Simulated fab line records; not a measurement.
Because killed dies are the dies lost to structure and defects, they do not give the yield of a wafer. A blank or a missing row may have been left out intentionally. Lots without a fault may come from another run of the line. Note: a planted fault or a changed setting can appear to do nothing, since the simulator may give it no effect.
Code-filled problem report in 8D (eight disciplines) form :: flow gf180mcu :: the parts of the form that need people (team, actions taken, sign-off) are left out

1. PROBLEM STATEMENT
Wafers without a fault read 200.0 W, standard deviation 0.58; bias_w at GF_STI_ETCH_13 reads a mean of 244.9 W on 6 wafers belonging to 2 lots. Relative to the usual mean, that is a shift of +78 standard deviations.
The step: etches the open film in CHF3/O2, stops on Si, target depth 282.31 nm, time 112.9 s.
Earliest sighting: wafer L758.3 on rie_diel-01 at day 4 00:50. Wafers with a number at this step in the record: 18, from 6 lots. The rule behind "out" and "out of limits": a value lying over 4 standard deviations away from the usual mean. Any other wafer with a number is counted as sound.

2. WHAT IT IS AND WHAT IT IS NOT
question: which readings at this step
is: bias_w
is not: drypump_motor_current_A, rf_fwd_power_W, throttle_valve_pct

question: which lots
is: L758, L762
is not: L749, L751, L770, L771

question: which wafers of those lots
is: all that have a number
is not: -

question: read on which tools
is: rie_diel-01
is not: rie_diel-02, rie_diel-03

question: when
is: from day 4 00:50
is not: up to then (6 sound wafers); but 6 sound wafers of L770, L771 came after

3. THE SUSPECTS, EACH WITH WHAT RULES IT OUT
Counting: a tool stays on the suspect list if, at a process step up to the reading, it processed all lots that are out and no sound lot following the first of them.
- rie_diel-01 at GF_STI_ETCH_13 (etches the open film in CHF3/O2, stops on Si, target depth 282.31 nm, time 112.9 s): kept. It ran every lot that is out, first L758 (day 4 00:50), and no sound lot after that; its last sound lot up to then is L751 (day 2 14:44). Its own bias_w readings are out on those wafers.
Remaining after the count: rie_diel-01 at GF_STI_ETCH_13.

4. THE CAUSE (what the simulator had put in)
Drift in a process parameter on rie_diel-01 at GF_STI_ETCH_13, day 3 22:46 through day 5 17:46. Setting bias_w, moved by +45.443, from 200. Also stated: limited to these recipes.
After counting, this tool was the only one left.

5. THE CHAIN OF EFFECTS, in route order
Rows list readings where the struck wafers' mean (over those with a number) sits beyond 3 standard deviations from the usual. Scope: only readings with a usual standard deviation given in the record; hours: median across lots of the time from each lot's start at the first step in this table that gives one to its start at this step; sigmas: change in usual standard deviations.
hours: 0
step: GF_STI_ETCH_13
reading: bias_w
usual: 200.0 W
on struck wafers: 244.9
change: +44.9
sigmas: +78

hours: 0
step: GF_STI_STRIP_15
reading: strip_time_to_endpoint_s
usual: 3.74 s
on struck wafers: 3.49
change: -0.25
sigmas: -4.2
The process steps in it:
- GF_STI_ETCH_13: etches the open film in CHF3/O2, stops on Si, target depth 282.31 nm, time 112.9 s.
- GF_STI_STRIP_15: strips in O2/N2.

6. WHAT WOULD HAVE CAUGHT IT SOONER
2 hours passed between the start of the fault at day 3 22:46 and the first reading out of limits in this record, taken at day 4 00:50.
